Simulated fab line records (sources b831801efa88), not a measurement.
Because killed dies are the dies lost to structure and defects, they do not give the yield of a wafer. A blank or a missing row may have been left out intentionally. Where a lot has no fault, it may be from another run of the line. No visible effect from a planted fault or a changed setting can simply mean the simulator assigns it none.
What tool caused it?    flow gf180mcu    14 lots with 42 wafers sampled at 4 steps, on a route of 602 steps

## WHAT THE GAUGES SHOWED, per wafer
GF_V2_RS_MEAS_24: measurement is done with a four-point probe.
lot   measured      on            V2_W_RS (ohm/sq)
L297  day 20 16:25  filmMetro-04  0.316 0.320 0.319
L299  day 21 00:07  filmMetro-02  0.331 0.335 0.330
L300  day 21 09:03  filmMetro-02  0.326 0.325 0.329
L301  day 22 00:43  filmMetro-01  0.323 0.324 0.317
L302  day 22 08:44  filmMetro-01  0.328 0.329 0.327
L304  day 22 19:20  filmMetro-04  0.324 0.330 0.323
L311  day 25 14:57  filmMetro-01  0.321 0.323 0.331
L312  day 26 00:01  filmMetro-01  0.332 0.334 0.329
L313  day 26 01:53  filmMetro-04  0.321 0.329 0.330
L315  day 26 16:59  filmMetro-04  0.339 0.338 0.333
L316  day 27 01:25  filmMetro-04  0.324 0.330 0.332
L317  day 27 07:45  filmMetro-04  0.329 0.328 0.324
L319  day 27 23:54  filmMetro-02  0.333 0.330 0.328
L320  day 28 01:37  filmMetro-02  0.326 0.321 0.322

GF_V3_BOW_MEAS_05.
lot   measured      on            V3_BOW (um)
L297  day 21 19:20  filmMetro-01  118 115 115
L299  day 22 02:18  filmMetro-04  112 109 109
L300  day 22 10:11  filmMetro-01  116 111 108
L301  day 23 02:08  filmMetro-01  121 126 127
L302  day 23 09:31  filmMetro-03  118 113 116
L304  day 23 19:38  filmMetro-03  130 137 124
L311  day 26 13:58  filmMetro-03  117 110 124
L312  day 26 22:10  filmMetro-04  119 107 112
L313  day 27 00:23  filmMetro-01  122 126 114
L315  day 27 15:16  filmMetro-04  108 110 125
L316  day 27 23:21  filmMetro-01  108 116 111
L317  day 28 05:46  filmMetro-01  123 126 120
L319  day 28 21:19  filmMetro-01  122 130 119
L320  day 28 23:03  filmMetro-03  111 123 118

GF_V3_THK_MEAS_25: measures by xrf.
lot   measured      on            V3_W_THK (nm)
L297  day 22 19:13  filmMetro-01  356 369 353
L299  day 23 02:56  filmMetro-04  352 345 352
L300  day 23 10:35  filmMetro-01  351 351 345
L301  day 24 01:28  filmMetro-03  355 350 352
L302  day 24 09:24  filmMetro-04  345 347 344
L304  day 24 18:43  filmMetro-01  360 353 350
L311  day 27 11:57  filmMetro-03  347 351 349
L312  day 27 19:55  filmMetro-04  342 335 345
L313  day 27 21:55  filmMetro-03  362 355 355
L315  day 28 12:10  filmMetro-01  346 350 350
L316  day 28 20:34  filmMetro-04  346 342 345
L317  day 29 02:40  filmMetro-03  354 350 357
L319  day 29 18:10  filmMetro-03  348 349 351
L320  day 29 19:13  filmMetro-04  333 333 335

## WHAT TOOL EACH LOT RAN ON (gives the tool, then ch and the chambers of the sampled wafers, and finally the start)
lot   GF_SAB_DEVELOP_08
L297  lithoTrack-02 ch 0, day 15 09:53
L299  lithoTrack-04 ch 0, day 15 17:25
L300  lithoTrack-04 ch 0, day 16 02:26
L301  lithoTrack-04 ch 0, day 16 15:38
L302  lithoTrack-04 ch 0, day 17 00:19
L304  lithoTrack-03 ch 0, day 17 12:16
L311  lithoTrack-04 ch 0, day 20 12:04
L312  lithoTrack-04 ch 0, day 20 20:52
L313  lithoTrack-04 ch 0, day 21 00:58
L315  lithoTrack-03 ch 0, day 21 18:04
L316  lithoTrack-04 ch 0, day 22 03:31
L317  lithoTrack-02 ch 0, day 22 09:10
L319  lithoTrack-03 ch 0, day 23 05:13
L320  lithoTrack-04 ch 0, day 23 06:59
- GF_SAB_DEVELOP_08: develop time 60 s.

## AS READ BY THE TOOLS THEMSELVES (means over the sampled wafers that have a number; for cases with no such wafer, the mark the record gives instead)
GF_SAB_DEVELOP_08.
lot   tool           developerTempC (C)
L297  lithoTrack-02  22.88
L299  lithoTrack-04  23.05
L300  lithoTrack-04  22.98
L301  lithoTrack-04  22.30
L302  lithoTrack-04  22.23
L304  lithoTrack-03  23.01
L311  lithoTrack-04  22.94
L312  lithoTrack-04  23.06
L313  lithoTrack-04  23.12
L315  lithoTrack-03  23.00
L316  lithoTrack-04  23.12
L317  lithoTrack-02  23.08
L319  lithoTrack-03  23.00
L320  lithoTrack-04  23.00

## THE ANSWER, worked out from the rows above alone
Rule: usual is defined by the lots themselves. Put in order of their means at a reading, lots are off if they are a third of the lots or fewer, leave a main group of 4 or more, and stand apart from it by a gap of 3 or more times the standard deviation of the main group's means; of several such gaps the widest counts. A main group whose means are all the same, to the digits that the tables above print for the reading, isn't used. Also off: a lot with no number at a reading for which 4 or more lots have one. Where the step has rows for the other lots, those lots are counted as sound. First the gauges in route order, then the tools' own readings, where a lot's mean is used as printed above. The first step at which some lot is off is used, and at that step the reading that is off furthest; a lot without a number counts as furthest.
Off at GF_SAB_DEVELOP_08 (developerTempC): L301, L302. For the main group the mean is 23.02 C and the standard deviation 0.068.
If a tool, at that step or one of the process steps before it, ran each lot that is off and ran no sound lot following the first of them, it fits. None of those tried fits.

## WHAT THE SIMULATOR HAD PUT IN
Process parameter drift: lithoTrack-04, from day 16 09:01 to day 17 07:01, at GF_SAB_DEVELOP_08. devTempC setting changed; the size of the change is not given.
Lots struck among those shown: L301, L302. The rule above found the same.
